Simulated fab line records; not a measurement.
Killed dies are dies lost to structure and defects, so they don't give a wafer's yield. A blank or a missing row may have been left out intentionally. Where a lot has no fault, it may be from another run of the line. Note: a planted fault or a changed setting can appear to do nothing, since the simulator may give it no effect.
fab line records	flow sky130
[record] lots = 13	wafers = 38	lastDay = 50
route steps=708 shown LI_CONTACT@382 CONTACT@407 PAD_OPEN@708
lots untouched by any fault: they come from a run of this same line in which no faults occurred
startH: hours from the record's opening day to when the first of the lot's shown wafers began	waitH: how many hours have passed since the lot's step before this one	" repeats the value in the row above	L1.1+2: several wafers, shown together as one row	- either no value or no given start	* or withheld: withheld	< > ~ a bound
route shown NAME@n: names a module that has steps shown in the file, with the first one's number in the route	usual: mean/standard deviation taken from wafers without a fault	same: alike in all rows	chamber/n: place in a boat	sites: readings site by site	_std_site: their standard deviation	_edge_site: outer sites' mean less inner sites'	radiusMm: for every site, how far away it sits from the centre of the wafer	mask NAME#n: copy n	behind: the last tool/chamber to shape the wafer	hold: cause of the lot's hold/its duration in hours/its outcome	device: the transistor (n, p or np) that didn't switch	end of line: the tests these same wafers got at the end of their route	a step with no rows: only its recipe	killed: count of dies lost to structure and defects at first sort (not the wafer's yield)	map: per-die view of a wafer (x killed, . not killed, _ where there is no die)
set.NAME: the setting as run; set.NAME@STEP: as run at that earlier step	model.NAME: the simulator's own value behind a step, which no gauge read
one table for each step of the route and one row for each wafer, over a sample of lots
services: when a tool's chamber went out of use (startH, in hours from the record's first day, below 0 if earlier), for how many hours, and the reason
[[steps]]
[step SKY_LI_CONTACT_SPUTTER_20]
[recipe] material = TiN	targetThkNm = 20	chamberPressurePa = 5	powerW = 4000	timeS = 80
[usual] throttleValvePct = 30.8/1.4
lot.wafer	tool	chamber	startH	waitH	throttleValvePct
L436.2	pvdSputter-04	-	675.07	0.0	32.2
L436.5	"	-	"	"	32.4
L436.6	"	-	"	"	29.5
L437.1	pvdSputter-04	-	688.07	0.0	28.3
L437.3	"	-	"	"	32.2
L437.4	"	-	"	"	29.4
L438.3	pvdSputter-01	-	692.19	0.0	30.2
L438.4	"	-	"	"	32.4
L438.5	"	-	"	"	30.6
L440.4	pvdSputter-04	-	724.61	0.0	28.7
L440.5	"	-	"	"	32.2
L440.6	"	-	"	"	28.4
L441.1	pvdSputter-01	-	729.58	0.0	29.6
L441.3	"	-	"	"	31.4
L441.5	"	-	"	"	30.6
L442.2	pvdSputter-01	-	742.46	0.0	31.2
L442.5	"	-	"	"	29.7
L442.6	"	-	"	"	32.3
L444.1	pvdSputter-03	-	750.21	0.0	31.5
L444.2	"	-	"	"	31.5
L444.4	"	-	"	"	31.3
L446.1	pvdSputter-01	-	762.74	0.0	30.5
L446.5	"	-	"	"	30.4
L446.6	"	-	"	"	32.2
L447.2	pvdSputter-03	-	774.88	0.0	31.4
L447.4	"	-	"	"	31.5
L447.5	"	-	"	"	31.6
L449.1	pvdSputter-04	-	789.53	0.0	28.4
L449.2	"	-	"	"	28.4
L449.4	"	-	"	"	29.4
L450.1	pvdSputter-03	-	794.08	0.0	32.3
L450.5	"	-	"	"	32.1
L458.1	pvdSputter-03	-	851.94	0.0	31.6
L458.3	"	-	"	"	32.3
L458.4	"	-	"	"	31.5
L459.1	pvdSputter-03	-	853.58	0.0	31.2
L459.3	"	-	"	"	31.4
L459.5	"	-	"	"	31.5
[step SKY_CONTACT_THK_MEAS_01]
[recipe] reads = Si3N4_of_CONTACT_CVD_00
[usual] CONTACT_CVD_00_THK = 75.3/0.97
lot.wafer	tool	chamber	startH	waitH	CONTACT_CVD_00_THK[nm]
L436.2	filmMetro-01	-	705.06	-	75.4
L436.5	"	-	"	"	77.5
L436.6	"	-	"	"	75.4
L437.1	filmMetro-04	-	717.71	-	75.4
L437.3	"	-	"	"	74.3
L437.4	"	-	"	"	75.7
L438.3	filmMetro-02	-	722.03	-	74.8
L438.4	"	-	"	"	76.5
L438.5	"	-	"	"	75.7
L440.4	filmMetro-01	-	753.58	-	76.7
L440.5	"	-	"	"	76.4
L440.6	"	-	"	"	77.5
L441.1	filmMetro-04	-	758.60	-	75.4
L441.3	"	-	"	"	75.1
L441.5	"	-	"	"	77.3
L442.2	filmMetro-02	-	771.32	-	73.1
L442.5	"	-	"	"	73.7
L442.6	"	-	"	"	75.5
L444.1	filmMetro-02	-	778.49	-	74.7
L444.2	"	-	"	"	74.8
L444.4	"	-	"	"	76.4
L446.1	filmMetro-04	-	791.34	-	73.7
L446.5	"	-	"	"	74.7
L446.6	"	-	"	"	76.0
L447.2	filmMetro-04	-	802.46	-	75.2
L447.4	"	-	"	"	75.6
L447.5	"	-	"	"	77.1
L449.1	filmMetro-02	-	817.80	-	75.5
L449.2	"	-	"	"	74.7
L449.4	"	-	"	"	76.8
L450.1	filmMetro-02	-	822.81	-	73.6
L450.5	"	-	"	"	75.5
L458.1	filmMetro-02	-	880.23	-	74.8
L458.3	"	-	"	"	75.6
L458.4	"	-	"	"	76.6
L459.1	filmMetro-04	-	882.36	-	74.2
L459.3	"	-	"	"	74.8
L459.5	"	-	"	"	76.1
[step SKY_CONTACT_EXPOSE_11]
[recipe] maskId = CTM1	na = 0.8	sourceShape = annular	sigmaInner = 0.55	sigmaOuter = 0.85	targetCdNm = 170	doseMj = 38
lot.wafer	tool	chamber	startH	waitH	mask
L436.2+5+6	krfScanner-01	0	719.32	-	CTM1#0
L437.1+3+4	krfScanner-01	0	732.26	-	CTM1#0
L438.3+4+5	krfScanner-01	0	736.45	-	CTM1#0
L440.4+5+6	krfScanner-02	0	768.14	-	CTM1#0
L441.1+3+5	krfScanner-02	0	772.36	-	CTM1#0
L442.2+5+6	krfScanner-01	0	785.60	-	CTM1#0
L444.1+2+4	krfScanner-01	0	792.36	-	CTM1#0
L446.1+5+6	krfScanner-01	0	804.96	-	CTM1#0
L447.2+4+5	krfScanner-01	0	817.08	-	CTM1#0
L449.1+2+4	krfScanner-01	0	831.38	-	CTM1#0
L450.1+5	krfScanner-01	0	836.75	-	CTM1#0
L458.1+3+4	krfScanner-02	0	893.83	-	CTM1#0
L459.1+3+5	krfScanner-02	0	896.31	-	CTM1#0
[step SKY_CONTACT_CD_MEAS_14]
[recipe] targetCdNm = 170
[usual] cdNm = 170.4/1.2
lot.wafer	tool	chamber	startH	waitH	cdNm
L436.2	cdSem-02	-	733.05	-	171.4
L436.5	"	-	"	"	171.3
L436.6	"	-	"	"	171.5
L437.1	cdSem-02	-	744.60	-	170.8
L437.3	"	-	"	"	171.2
L437.4	"	-	"	"	170.9
L438.3	cdSem-01	-	750.35	-	170.7
L438.4	"	-	"	"	171.3
L438.5	"	-	"	"	171.4
L440.4	cdSem-02	-	781.26	-	168.6
L440.5	"	-	"	"	169.3
L440.6	"	-	"	"	169.3
L441.1	cdSem-01	-	785.40	-	170.8
L441.3	"	-	"	"	170.7
L441.5	"	-	"	"	171.1
L442.2	cdSem-02	-	797.72	-	170.8
L442.5	"	-	"	"	172.1
L442.6	"	-	"	"	171.4
L444.1	cdSem-01	-	805.10	-	170.2
L444.2	"	-	"	"	173.0
L444.4	"	-	"	"	172.7
L446.1	cdSem-01	-	818.66	-	170.5
L446.5	"	-	"	"	170.2
L446.6	"	-	"	"	170.0
L447.2	cdSem-02	-	829.58	-	150.0
L447.4	"	-	"	"	170.7
L447.5	"	-	"	"	171.2
L449.1	cdSem-01	-	844.61	-	151.5
L449.2	"	-	"	"	153.1
L449.4	"	-	"	"	172.9
L450.1	cdSem-02	-	849.46	-	150.0
L450.5	"	-	"	"	170.1
L458.1	cdSem-01	-	906.15	-	170.7
L458.3	"	-	"	"	170.6
L458.4	"	-	"	"	170.2
L459.1	cdSem-01	-	908.01	-	171.2
L459.3	"	-	"	"	171.7
L459.5	"	-	"	"	170.7
[step SKY_CONTACT_STRIP_19]
[recipe] chemistry = O2/N2	powerW = 1400	pressureMtorr = 1500	platenTempC = withheld	o2FlowSccm = 3000	n2FlowSccm = 300	overashFraction = 0.5
[usual] drypumpMotorCurrentA = 5.5/0.52	o2FlowSccm = 3001/7.7	oesProductAu = 0.381/0.0046	stripTimeToEndpointS = 3.629/0.028
lot.wafer	tool	chamber	startH	waitH	drypumpMotorCurrentA	o2FlowSccm	oesProductAu	rfHoursCounterH	stripTimeToEndpointS
L436.2	plasmaAsher-02	1	733.32	-	5.6	3003	0.380	91	3.600
L436.5	"	0	"	"	4.9	3001	0.379	-	3.646
L436.6	"	1	"	"	5.6	2995	0.383	-	3.599
L437.1	plasmaAsher-03	1	744.89	-	5.4	3013	0.381	0	3.576
L437.3	"	1	"	"	5.4	2993	0.379	-	3.634
L437.4	"	0	"	"	6.4	3000	0.385	-	3.615
L438.3	plasmaAsher-02	0	750.63	-	4.9	3007	0.375	-	3.644
L438.4	"	1	"	"	5.6	2998	0.379	-	3.656
L438.5	"	1	"	"	5.6	2990	0.386	-	3.648
L440.4	plasmaAsher-03	0	781.52	-	6.4	2992	0.386	-	3.604
L440.5	"	1	"	"	5.4	3015	0.380	-	3.599
L440.6	"	0	"	"	6.4	2995	0.384	-	3.598
L441.1	plasmaAsher-02	0	785.69	-	4.9	3000	0.390	97	3.598
L441.3	"	0	"	"	4.9	3014	0.386	-	3.595
L441.5	"	0	"	"	4.9	3001	0.373	-	3.617
L442.2	plasmaAsher-02	0	797.99	-	4.9	3004	0.377	98	3.634
L442.5	"	0	"	"	4.9	2996	0.386	-	3.652
L442.6	"	1	"	"	5.6	3015	0.381	-	3.608
L444.1	plasmaAsher-03	1	805.39	-	5.4	2997	0.385	6	3.609
L444.2	"	0	"	"	6.5	2990	0.380	6	3.625
L444.4	"	0	"	"	6.5	2995	0.381	-	3.629
L446.1	plasmaAsher-03	1	818.94	-	5.4	3013	0.381	8	3.621
L446.5	"	0	"	"	6.5	3004	0.388	-	3.640
L446.6	"	1	"	"	5.4	3002	0.379	-	3.643
L447.2	plasmaAsher-03	0	829.84	-	6.5	3007	0.373	9	3.618
L447.4	"	1	"	"	5.4	2997	0.377	-	3.648
L447.5	"	1	"	"	5.4	2992	0.381	-	3.649
L449.1	plasmaAsher-03	0	844.89	-	6.4	2995	0.377	10	3.619
L449.2	"	1	"	"	5.4	2995	0.377	10	3.629
L449.4	"	0	"	"	6.4	3017	0.378	-	3.638
L450.1	plasmaAsher-01	0	849.75	-	5.2	2995	0.380	41	3.665
L450.5	"	1	"	"	5.4	3008	0.376	-	3.623
L458.1	plasmaAsher-02	0	906.44	-	4.9	3002	0.389	110	3.664
L458.3	"	0	"	"	4.9	3003	0.378	-	3.661
L458.4	"	1	"	"	5.6	2993	0.384	-	3.651
L459.1	plasmaAsher-02	0	908.37	-	4.9	3000	0.377	111	3.624
L459.3	"	1	"	"	5.6	3015	0.374	-	3.676
L459.5	"	0	"	"	4.9	3008	0.383	-	3.624
[step SKY_PAD_OPEN_PROBE_99]
[usual] killed_at_M0_to_M3 = 42/7.1	killed_at_M4_up = 3.3/1.9	killedAtContacts = 24/5	killedAtFrontEnd = 15/4.7	killedAtOther = 0.3/0.61	killedDies = 86/9.6	killedOnRim = 17/3.8	killedOpen = 47/7.5	killedShort = 38/6.6
[same] grossDies = 492	killedAtBackSide = 0
lot.wafer	tool	chamber	startH	waitH	killed_at_M0_to_M3	killed_at_M4_up	killedAtContacts	killedAtFrontEnd	killedAtOther	killedDies	killedOnRim	killedOpen	killedShort
L436.2	prober-02	-	1071.54	0.1	42	4	26	16	2	90	24	46	43
L436.5	prober-02	-	1071.69	0.2	44	3	27	12	0	86	18	49	36
L436.6	prober-02	-	1071.74	0.2	49	2	31	15	0	97	17	60	37
L437.1	prober-01	-	1084.13	0.1	41	3	29	9	0	82	11	57	25
L437.3	prober-01	-	1084.23	0.2	39	9	25	19	0	92	26	41	51
L437.4	prober-01	-	1084.28	0.2	33	1	22	16	1	73	17	33	40
L438.3	prober-02	-	1087.45	0.2	49	3	19	8	1	80	14	35	45
L438.4	prober-02	-	1087.50	0.2	49	6	20	10	0	85	16	46	39
L438.5	prober-02	-	1087.55	0.2	38	2	26	8	1	75	16	47	27
L440.4	prober-02	-	1110.78	0.2	51	3	27	17	2	100	15	48	52
L440.5	prober-02	-	1110.83	0.2	55	3	30	11	0	99	26	56	42
L440.6	prober-02	-	1110.88	0.2	50	4	28	22	1	105	17	64	37
L441.1	prober-01	-	1115.04	0.1	51	5	28	12	0	96	18	54	42
L441.3	prober-01	-	1115.14	0.2	45	4	20	15	0	84	16	56	28
L441.5	prober-01	-	1115.24	0.2	41	4	31	13	0	89	21	42	47
L442.2	prober-01	-	1124.90	0.1	44	5	19	13	0	81	14	41	40
L442.5	prober-01	-	1125.05	0.2	44	6	26	7	0	83	15	43	40
L442.6	prober-01	-	1125.10	0.2	52	5	19	9	1	86	17	46	40
L444.1	prober-02	-	1127.46	0.1	41	5	22	14	0	82	16	41	41
L444.2	prober-02	-	1127.51	0.1	46	2	18	14	1	81	20	44	37
L444.4	prober-02	-	1127.61	0.2	51	1	20	11	0	83	14	46	37
L446.1	prober-02	-	1141.03	0.1	37	1	21	7	1	67	9	37	30
L446.5	prober-02	-	1141.23	0.2	47	5	17	12	2	83	17	42	40
L446.6	prober-02	-	1141.28	0.2	42	4	22	6	0	74	9	44	30
L447.2	prober-01	-	1149.14	0.1	48	1	45	15	0	109	27	49	39
L447.4	prober-01	-	1149.24	0.2	49	6	26	17	1	99	17	58	41
L447.5	prober-01	-	1149.29	0.2	39	3	25	11	0	78	10	34	44
L449.1	prober-01	-	1157.05	0.1	38	7	23	15	0	83	23	47	25
L449.2	prober-01	-	1157.10	0.1	37	3	21	15	0	76	20	38	34
L449.4	prober-01	-	1157.20	0.2	33	3	21	20	0	77	13	41	35
L450.1	prober-02	-	1162.57	0.1	38	4	43	15	0	100	26	58	38
L450.5	prober-02	-	1162.77	0.2	55	3	28	15	1	102	18	58	44
L458.1	prober-02	-	1198.13	0.1	36	2	17	12	0	67	16	37	30
L458.3	prober-02	-	1198.23	0.2	40	6	17	17	0	80	15	47	33
L458.4	prober-02	-	1198.28	0.2	39	2	18	22	1	82	11	39	42
L459.1	prober-01	-	1200.75	0.1	30	5	26	10	1	72	11	45	27
L459.3	prober-01	-	1200.85	0.2	46	4	22	15	0	87	17	44	43
L459.5	prober-01	-	1200.95	0.2	35	4	29	16	0	84	19	47	37
// killed by level:class
L436.2 VIA1:geometricParticle:open=13 CONTACT:geometricParticle:short=10 CONTACT:geometricParticle:open=9 VIA3:geometricParticle:open=5 POLY_GATE:geometricParticle:short=4 VIA1:geometricParticle:short=4 VIA2:geometricParticle:open=4 VIA3:geometricParticle:short=4
L436.5 VIA1:geometricParticle:open=11 VIA3:geometricParticle:open=9 VIA1:geometricParticle:short=7 CONTACT:geometricParticle:open=7 VIA2:geometricParticle:open=6 LI_CONTACT:geometricParticle:open=6 CONTACT:geometricParticle:short=6 LOCAL_INTERCONNECT:geometricParticle:short=4
L436.6 VIA2:geometricParticle:open=12 CONTACT:geometricParticle:open=10 VIA3:geometricParticle:open=9 LI_CONTACT:geometricParticle:open=9 VIA1:geometricParticle:open=8 CONTACT:geometricParticle:short=7 FIELD_ISO:geometricParticle:short=6 METAL2:geometricParticle:short=5
L437.1 VIA1:geometricParticle:open=19 CONTACT:geometricParticle:open=17 VIA2:geometricParticle:open=5 POLY_GATE:geometricParticle:short=4 LI_CONTACT:geometricParticle:open=4 CONTACT:geometricParticle:short=4 VIA1:geometricParticle:short=4 VIA3:geometricParticle:open=4
L437.3 VIA3:geometricParticle:open=9 LOCAL_INTERCONNECT:geometricParticle:short=7 FIELD_ISO:geometricParticle:short=6 CONTACT:geometricParticle:open=6 VIA1:geometricParticle:short=6 METAL2:geometricParticle:short=6 FIELD_ISO:geometricParticle:open=5 CONTACT:geometricParticle:short=5
L437.4 CONTACT:geometricParticle:open=9 POLY_GATE:geometricParticle:short=6 LI_CONTACT:geometricParticle:open=6 VIA1:geometricParticle:short=6 METAL1:geometricParticle:short=5 METAL2:geometricParticle:short=5 VIA2:geometricParticle:open=5 FIELD_ISO:geometricParticle:short=4
L438.3 METAL2:geometricParticle:short=10 METAL1:geometricParticle:short=8 VIA2:geometricParticle:open=8 CONTACT:geometricParticle:open=7 VIA1:geometricParticle:open=6 LI_CONTACT:geometricParticle:open=5 VIA1:geometricParticle:short=5 LI_CONTACT:geometricParticle:short=3
L438.4 CONTACT:geometricParticle:open=9 METAL2:geometricParticle:short=9 VIA2:geometricParticle:open=8 VIA1:geometricParticle:open=6 VIA1:geometricParticle:short=5 VIA3:geometricParticle:open=5 VIA3:geometricParticle:short=5 POLY_GATE:geometricParticle:open=4
L438.5 CONTACT:geometricParticle:open=13 VIA2:geometricParticle:open=7 VIA3:geometricParticle:open=7 CONTACT:geometricParticle:short=6 LI_CONTACT:geometricParticle:open=5 VIA1:geometricParticle:short=5 VIA1:geometricParticle:open=5 METAL2:geometricParticle:short=3
L440.4 VIA1:geometricParticle:open=10 VIA3:geometricParticle:open=9 LI_CONTACT:geometricParticle:open=9 METAL2:geometricParticle:short=6 METAL1:geometricParticle:short=6 FIELD_ISO:geometricParticle:short=5 LI_CONTACT:geometricParticle:short=5 LOCAL_INTERCONNECT:geometricParticle:short=5
L440.5 VIA1:geometricParticle:open=16 CONTACT:geometricParticle:open=13 METAL2:geometricParticle:short=8 POLY_GATE:geometricParticle:short=7 LI_CONTACT:geometricParticle:open=6 VIA3:geometricParticle:open=6 LOCAL_INTERCONNECT:geometricParticle:short=5 VIA1:geometricParticle:short=5
L440.6 VIA1:geometricParticle:open=14 CONTACT:geometricParticle:open=10 VIA2:geometricParticle:open=9 VIA3:geometricParticle:open=9 LI_CONTACT:geometricParticle:open=8 POLY_GATE:geometricParticle:open=5 CONTACT:geometricParticle:short=5 VIA1:geometricParticle:short=5
L441.1 LI_CONTACT:geometricParticle:open=11 CONTACT:geometricParticle:open=10 VIA1:geometricParticle:open=10 METAL2:geometricParticle:short=8 VIA3:geometricParticle:open=6 METAL1:geometricParticle:short=5 VIA2:geometricParticle:open=5 POLY_GATE:geometricParticle:short=4
L441.3 VIA2:geometricParticle:open=11 LI_CONTACT:geometricParticle:open=9 VIA1:geometricParticle:open=9 VIA3:geometricParticle:open=9 CONTACT:geometricParticle:open=6 METAL3:geometricParticle:short=5 FIELD_ISO:geometricParticle:open=4 FIELD_ISO:geometricParticle:short=4
L441.5 CONTACT:geometricParticle:open=10 METAL1:geometricParticle:short=7 CONTACT:geometricParticle:short=7 VIA2:geometricParticle:open=7 VIA1:geometricParticle:open=6 LI_CONTACT:geometricParticle:open=5 VIA1:geometricParticle:short=5 VIA3:geometricParticle:open=5
L442.2 CONTACT:geometricParticle:open=8 VIA1:geometricParticle:open=8 VIA1:geometricParticle:short=7 VIA2:geometricParticle:open=6 VIA3:geometricParticle:open=6 LI_CONTACT:geometricParticle:open=4 VIA3:geometricParticle:short=4 METAL2:geometricParticle:short=4
L442.5 CONTACT:geometricParticle:open=12 VIA1:geometricParticle:open=8 VIA2:geometricParticle:open=8 METAL4:geometricParticle:short=6 METAL2:geometricParticle:short=6 METAL1:geometricParticle:short=5 POLY_GATE:geometricParticle:open=4 LI_CONTACT:geometricParticle:open=4
L442.6 VIA1:geometricParticle:open=11 CONTACT:geometricParticle:open=8 VIA2:geometricParticle:open=7 VIA3:geometricParticle:open=7 LOCAL_INTERCONNECT:geometricParticle:short=5 METAL3:geometricParticle:short=5 VIA1:geometricParticle:short=4 METAL2:geometricParticle:short=4
L444.1 METAL1:geometricParticle:short=10 CONTACT:geometricParticle:open=9 VIA1:geometricParticle:open=6 CONTACT:geometricParticle:short=5 VIA1:geometricParticle:short=5 METAL2:geometricParticle:short=5 FIELD_ISO:geometricParticle:open=4 POLY_GATE:geometricParticle:open=4
L444.2 VIA3:geometricParticle:open=11 METAL1:geometricParticle:short=8 VIA1:geometricParticle:open=8 FIELD_ISO:geometricParticle:short=7 LI_CONTACT:geometricParticle:open=6 VIA2:geometricParticle:open=6 CONTACT:geometricParticle:open=5 VIA1:geometricParticle:short=5
L444.4 VIA3:geometricParticle:open=14 VIA1:geometricParticle:open=7 CONTACT:geometricParticle:short=6 CONTACT:geometricParticle:open=6 METAL2:geometricParticle:short=6 POLY_GATE:geometricParticle:open=5 METAL1:geometricParticle:short=5 LI_CONTACT:geometricParticle:open=4
L446.1 VIA1:geometricParticle:open=11 METAL1:geometricParticle:short=7 LI_CONTACT:geometricParticle:open=6 CONTACT:geometricParticle:open=5 CONTACT:geometricParticle:short=5 VIA3:geometricParticle:open=5 POLY_GATE:geometricParticle:open=4 LOCAL_INTERCONNECT:geometricParticle:short=4
L446.5 METAL2:geometricParticle:short=10 VIA1:geometricParticle:open=9 CONTACT:geometricParticle:open=7 VIA3:geometricParticle:open=6 METAL3:geometricParticle:short=6 VIA2:geometricParticle:open=6 FIELD_ISO:geometricParticle:open=5 METAL1:geometricParticle:short=5
L446.6 VIA1:geometricParticle:open=11 CONTACT:geometricParticle:open=7 LI_CONTACT:geometricParticle:open=6 VIA2:geometricParticle:open=6 LI_CONTACT:geometricParticle:short=4 METAL2:geometricParticle:open=4 METAL3:geometricParticle:short=4 VIA3:geometricParticle:open=4
L447.2 CONTACT:areaExpose=21 CONTACT:geometricParticle:open=11 METAL1:geometricParticle:short=10 VIA2:geometricParticle:open=8 FIELD_ISO:geometricParticle:open=7 VIA1:geometricParticle:open=7 VIA2:geometricParticle:short=7 POLY_GATE:geometricParticle:short=5
L447.4 CONTACT:geometricParticle:open=12 VIA3:geometricParticle:open=9 VIA1:geometricParticle:open=8 LI_CONTACT:geometricParticle:open=7 VIA2:geometricParticle:open=7 POLY_GATE:geometricParticle:open=6 METAL1:geometricParticle:short=6 VIA1:geometricParticle:short=6
L447.5 CONTACT:geometricParticle:open=12 METAL1:geometricParticle:short=9 POLY_GATE:geometricParticle:short=6 VIA1:geometricParticle:short=6 VIA1:geometricParticle:open=5 VIA3:geometricParticle:open=4 METAL2:geometricParticle:short=4 VIA2:geometricParticle:open=4
L449.1 VIA1:geometricParticle:open=13 VIA2:geometricParticle:open=9 CONTACT:areaExpose=9 LI_CONTACT:geometricParticle:open=7 FIELD_ISO:geometricParticle:short=5 FIELD_ISO:geometricParticle:open=4 POLY_GATE:geometricParticle:open=4 METAL4:geometricParticle:short=3
L449.2 METAL1:geometricParticle:short=9 LI_CONTACT:geometricParticle:open=8 VIA1:geometricParticle:open=8 VIA2:geometricParticle:open=7 CONTACT:geometricParticle:open=5 FIELD_ISO:geometricParticle:short=4 POLY_GATE:geometricParticle:open=4 FIELD_ISO:geometricParticle:open=3
L449.4 LI_CONTACT:geometricParticle:open=10 FIELD_ISO:geometricParticle:short=7 VIA2:geometricParticle:open=7 VIA1:geometricParticle:open=6 FIELD_ISO:geometricParticle:open=5 LI_CONTACT:geometricParticle:short=5 METAL1:geometricParticle:short=4 VIA1:geometricParticle:short=4
L450.1 CONTACT:geometricParticle:open=17 LI_CONTACT:geometricParticle:open=10 VIA1:geometricParticle:open=10 CONTACT:geometricParticle:short=6 VIA3:geometricParticle:open=6 METAL1:geometricParticle:short=5 METAL2:geometricParticle:short=4 VIA2:geometricParticle:open=4
L450.5 VIA1:geometricParticle:open=16 LI_CONTACT:geometricParticle:open=10 METAL2:geometricParticle:short=8 CONTACT:geometricParticle:open=8 FIELD_ISO:geometricParticle:short=7 VIA3:geometricParticle:open=7 VIA2:geometricParticle:open=6 METAL1:geometricParticle:short=5
L458.1 VIA2:geometricParticle:open=10 CONTACT:geometricParticle:open=7 CONTACT:geometricParticle:short=6 METAL2:geometricParticle:short=6 METAL1:geometricParticle:short=5 VIA1:geometricParticle:open=5 POLY_GATE:geometricParticle:short=4 POLY_GATE:geometricParticle:open=3
L458.3 VIA1:geometricParticle:open=9 VIA2:geometricParticle:open=7 POLY_GATE:geometricParticle:short=6 LI_CONTACT:geometricParticle:open=5 CONTACT:geometricParticle:open=5 METAL1:geometricParticle:open=4 METAL1:geometricParticle:short=4 FIELD_ISO:geometricParticle:short=3
L458.4 VIA1:geometricParticle:open=10 CONTACT:geometricParticle:open=8 POLY_GATE:geometricParticle:short=6 FIELD_ISO:geometricParticle:short=5 VIA3:geometricParticle:open=5 LI_CONTACT:geometricParticle:open=4 LOCAL_INTERCONNECT:geometricParticle:short=4 METAL1:geometricParticle:short=4
L459.1 CONTACT:geometricParticle:open=13 VIA3:geometricParticle:open=7 VIA1:geometricParticle:open=7 LI_CONTACT:geometricParticle:open=6 METAL4:geometricParticle:short=4 FIELD_ISO:geometricParticle:short=3 POLY_GATE:geometricParticle:open=3 LI_CONTACT:geometricParticle:short=3
L459.3 VIA1:geometricParticle:open=8 VIA3:geometricParticle:open=8 VIA1:geometricParticle:short=7 VIA2:geometricParticle:open=7 METAL2:geometricParticle:short=6 CONTACT:geometricParticle:open=6 POLY_GATE:geometricParticle:open=5 FIELD_ISO:geometricParticle:short=4
L459.5 CONTACT:geometricParticle:open=10 VIA1:geometricParticle:open=10 VIA3:geometricParticle:open=8 CONTACT:geometricParticle:short=7 POLY_GATE:geometricParticle:open=4 POLY_GATE:geometricParticle:short=4 LI_CONTACT:geometricParticle:short=4 LI_CONTACT:geometricParticle:open=4
[[services]]
tool	chamber	startH	hours	kind
krfScanner-01	-	656.11	2.5	repair
krfScanner-01	-	693.37	8.1	repair
krfScanner-02	-	709.85	0.8	pm
pvdSputter-03	-	722.85	10.8	repair
krfScanner-02	-	728.37	1.3	pm
plasmaAsher-03	-	733.75	9.0	pm
krfScanner-01	-	734.84	1.3	pm
krfScanner-02	-	792.30	0.2	repair
krfScanner-01	-	796.56	0.6	repair
krfScanner-02	-	803.82	1.6	repair
krfScanner-01	-	806.75	0.8	pm
plasmaAsher-03	-	807.92	1.5	repair
krfScanner-01	-	809.73	1.0	pm
krfScanner-02	-	812.45	1.0	pm
krfScanner-01	-	820.16	8.6	repair
krfScanner-02	-	832.29	12.9	repair
krfScanner-01	-	839.62	0.2	repair
pvdSputter-03	-	841.83	1.0	repair
plasmaAsher-03	-	849.57	1.6	repair
krfScanner-01	-	850.03	4.0	repair
krfScanner-02	-	858.23	1.0	repair
krfScanner-02	-	878.65	0.8	pm
krfScanner-02	-	888.40	3.6	pm
plasmaAsher-03	-	896.06	14.6	pm
[[key]]
[firstSign] step = SKY_CONTACT_CD_MEAS_14	reading = cdNm	direction = down	sigmas = 16	usual = 170.4	struck = 151.1
[effect] step = SKY_PAD_OPEN_PROBE_99	reading = killedOnRim	direction = up	sigmas = 1.9	usual = 17	struck = 24	wafersMoved = 1
metAt SKY_CONTACT_EXPOSE_11
struckLots L447,L449,L450
struckWafers L447.2,L449.1,L449.2,L450.1
testerLeftOut L447,L449,L450
notActingAt SKY_LI_CONTACT_SPUTTER_20,SKY_CONTACT_THK_MEAS_01,SKY_CONTACT_STRIP_19
onsetBetween 804.96 817.08
[fault] kind = processParameterDrift	tool = krfScanner-01	chamber = -	onsetH = 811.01	steps = SKY_CONTACT_EXPOSE_11	channel = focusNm	offset = 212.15	shape = step	endH = 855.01	scope = struckWafersOnly
// testerLeftOut: of these lots the tester's yield and bins aren't shown, on N5 and GAA mostly nor the transistor test; their killed dies are dies lost to structure and defects alone, not to doping, threshold or leakage, so they don't give the yield
